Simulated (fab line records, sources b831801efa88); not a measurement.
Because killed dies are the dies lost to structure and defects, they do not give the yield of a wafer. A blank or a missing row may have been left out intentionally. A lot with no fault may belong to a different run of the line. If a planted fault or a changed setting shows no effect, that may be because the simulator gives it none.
Which of the tools did it?    flow gf180mcu    Sampling: 13 lots, 39 wafers, 4 of 602 route steps

WHAT THE GAUGES SHOWED, per wafer
The record lacks any reading of a measuring or inspecting step that a usual standard deviation could be used to judge.

EACH LOT AND THE TOOL THAT RAN IT (in order: tool; ch and the chambers of the sampled wafers; start)
lot   GF_NWELL_STRIP_10                   GF_MVPSD_EXPOSE_04                  GF_V1_CVD_02                     GF_V1_STRIP_18
L867  plasmaAsher-01 ch 0,1, day 3 12:30  ilineStepper-01 ch 0, day 4 23:07   pecvd-04 ch 0,1,2, day 17 09:49  plasmaAsher-04 ch 0,1, day 18 10:18
L868  plasmaAsher-02 ch 0,1, day 3 18:29  ilineStepper-01 ch 0, day 5 03:33   pecvd-03 ch 0,1, day 17 20:29    plasmaAsher-03 ch 0,1, day 18 21:37
L869  plasmaAsher-01 ch 0,1, day 3 23:45  ilineStepper-01 ch 0, day 5 10:28   pecvd-02 ch 0,2, day 18 12:13    plasmaAsher-03 ch 0,1, day 19 13:40
L871  plasmaAsher-01 ch 0,1, day 4 09:29  ilineStepper-01 ch 0, day 5 21:32   pecvd-04 ch 0,1, day 18 20:42    plasmaAsher-03 ch 1, day 19 21:58
L872  plasmaAsher-03 ch 0,1, day 4 16:31  ilineStepper-02 ch 0, day 6 05:08   pecvd-04 ch 0,1, day 19 07:38    plasmaAsher-04 ch 0,1, day 20 09:11
L873  plasmaAsher-01 ch 0,1, day 4 21:20  ilineStepper-02 ch 0, day 6 09:29   pecvd-02 ch 0,1,2, day 19 19:26  plasmaAsher-04 ch 0,1, day 20 20:18
L875  plasmaAsher-03 ch 0,1, day 5 07:28  ilineStepper-02 ch 0, day 6 21:36   pecvd-02 ch 1,2, day 20 11:15    plasmaAsher-03 ch 0,1, day 21 11:31
L876  plasmaAsher-01 ch 0,1, day 5 13:36  ilineStepper-02 ch 0, day 7 02:31   pecvd-02 ch 0,2, day 20 19:59    plasmaAsher-03 ch 0, day 21 20:28
L878  plasmaAsher-03 ch 0,1, day 6 00:02  ilineStepper-02 ch 0, day 7 15:14   pecvd-02 ch 0,1, day 21 10:00    plasmaAsher-03 ch 0,1, day 22 10:40
L882  plasmaAsher-02 ch 0,1, day 6 23:07  ilineStepper-01 ch 0, day 8 15:30   pecvd-04 ch 0,1,2, day 23 03:11  plasmaAsher-03 ch 0,1, day 24 02:12
L883  plasmaAsher-02 ch 0,1, day 7 03:36  ilineStepper-02 ch 0, day 8 19:58   pecvd-03 ch 0,1,2, day 23 03:17  plasmaAsher-01 ch 0,1, day 24 03:15
L884  plasmaAsher-01 ch 0,1, day 7 10:43  ilineStepper-01 ch 0, day 9 03:49   pecvd-04 ch 0,2, day 23 15:22    plasmaAsher-04 ch 0,1, day 24 14:01
L889  plasmaAsher-01 ch 0,1, day 8 14:29  ilineStepper-01 ch 0, day 10 09:54  pecvd-02 ch 0,1,2, day 25 05:18  plasmaAsher-04 ch 0,1, day 26 03:08
- GF_NWELL_STRIP_10: strips in O2/N2.
- GF_MVPSD_EXPOSE_04: exposes mask MVPSD, target cd 1000 nm.
- GF_V1_CVD_02: deposits SiO2 from TEOS, target thk 850 nm, time 94.851 s.
- GF_V1_STRIP_18: strips in O2/N2.

WHAT THE TOOLS THEMSELVES READ (means of the sampled wafers that have a number; where no wafer has one, the mark that the record gives instead)
GF_NWELL_STRIP_10.
lot   tool            drypumpMotorCurrentA (A)  heaterPowerW (W)  oesProductAu (a.u.)  platenTempC (C)  stripTimeToEndpointS (s)
L867  plasmaAsher-01  5.4                       340               0.725                250.04           37.08
L868  plasmaAsher-02  5.8                       355               0.722                249.97           36.78
L869  plasmaAsher-01  5.4                       324               0.724                250.00           37.07
L871  plasmaAsher-01  5.4                       343               0.722                250.05           36.94
L872  plasmaAsher-03  5.7                       378               0.726                250.20           37.06
L873  plasmaAsher-01  5.4                       338               0.729                249.90           36.72
L875  plasmaAsher-03  5.4                       384               0.725                250.00           36.82
L876  plasmaAsher-01  5.4                       342               0.721                249.89           36.88
L878  plasmaAsher-03  5.4                       388               0.717                250.27           36.94
L882  plasmaAsher-02  5.7                       349               0.722                249.94           37.15
L883  plasmaAsher-02  5.9                       345               0.725                250.08           36.96
L884  plasmaAsher-01  5.4                       342               0.723                249.91           36.96
L889  plasmaAsher-01  5.4                       323               0.720                249.77           36.96

GF_MVPSD_EXPOSE_04.
lot   tool             focusOffsetNm (nm)
L867  ilineStepper-01  0.1
L868  ilineStepper-01  0.1
L869  ilineStepper-01  0.2
L871  ilineStepper-01  -0.2
L872  ilineStepper-02  -0.6
L873  ilineStepper-02  -0.5
L875  ilineStepper-02  0.3
L876  ilineStepper-02  -0.6
L878  ilineStepper-02  -0.1
L882  ilineStepper-01  0.2
L883  ilineStepper-02  0.0
L884  ilineStepper-01  -0.4
L889  ilineStepper-01  0.0

GF_V1_CVD_02.
lot   tool      heaterPowerW (W)  susceptorTempC (C)
L867  pecvd-04  564               400.02
L868  pecvd-03  704               399.95
L869  pecvd-02  517               399.97
L871  pecvd-04  595               399.94
L872  pecvd-04  540               400.15
L873  pecvd-02  530               400.01
L875  pecvd-02  577               400.22
L876  pecvd-02  600               400.01
L878  pecvd-02  629               400.13
L882  pecvd-04  590               399.80
L883  pecvd-03  674               400.04
L884  pecvd-04  676               399.90
L889  pecvd-02  490               399.95

GF_V1_STRIP_18.
lot   tool            drypumpMotorCurrentA (A)  heaterPowerW (W)  oesProductAu (a.u.)  platenTempC (C)
L867  plasmaAsher-04  6.1                       333               0.595                249.87
L868  plasmaAsher-03  5.6                       372               0.595                249.92
L869  plasmaAsher-03  5.7                       371               0.592                249.95
L871  plasmaAsher-03  6.0                       358               0.591                249.84
L872  plasmaAsher-04  6.1                       337               0.591                249.82
L873  plasmaAsher-04  6.0                       332               0.594                249.84
L875  plasmaAsher-03  5.4                       381               0.592                250.24
L876  plasmaAsher-03  5.1                       400               0.589                249.84
L878  plasmaAsher-03  5.7                       377               0.591                250.01
L882  plasmaAsher-03  5.6                       377               0.593                249.96
L883  plasmaAsher-01  5.4                       326               0.595                249.89
L884  plasmaAsher-04  6.0                       337               0.593                250.12
L889  plasmaAsher-04  6.1                       330               0.592                249.84

THE ANSWER, worked out from the rows above alone
Rule: the usual values come from the lots themselves. The widest of any qualifying gaps counts: lots, ordered by their means at a reading, are off when they make up no more than a third of the lots, leave a main group of 4 or more, and stand apart from it by 3 or more times the standard deviation of that group's means. The tables above print the reading to a certain number of digits; a main group whose means all agree to those digits is not used. A lot without any number at a reading at which 4 lots or more have one is off too. Where the step has rows for the other lots, those lots are counted as sound. Order of review: gauges by route order, followed by the tools' own readings, for which a lot's mean as printed above is used. The first step at which some lot is off is used, and at that step the reading that is off furthest; a lot without a number counts as furthest.
No lot is off at any reading shown: from this, nothing can be told.

WHAT THE SIMULATOR HAD INSERTED
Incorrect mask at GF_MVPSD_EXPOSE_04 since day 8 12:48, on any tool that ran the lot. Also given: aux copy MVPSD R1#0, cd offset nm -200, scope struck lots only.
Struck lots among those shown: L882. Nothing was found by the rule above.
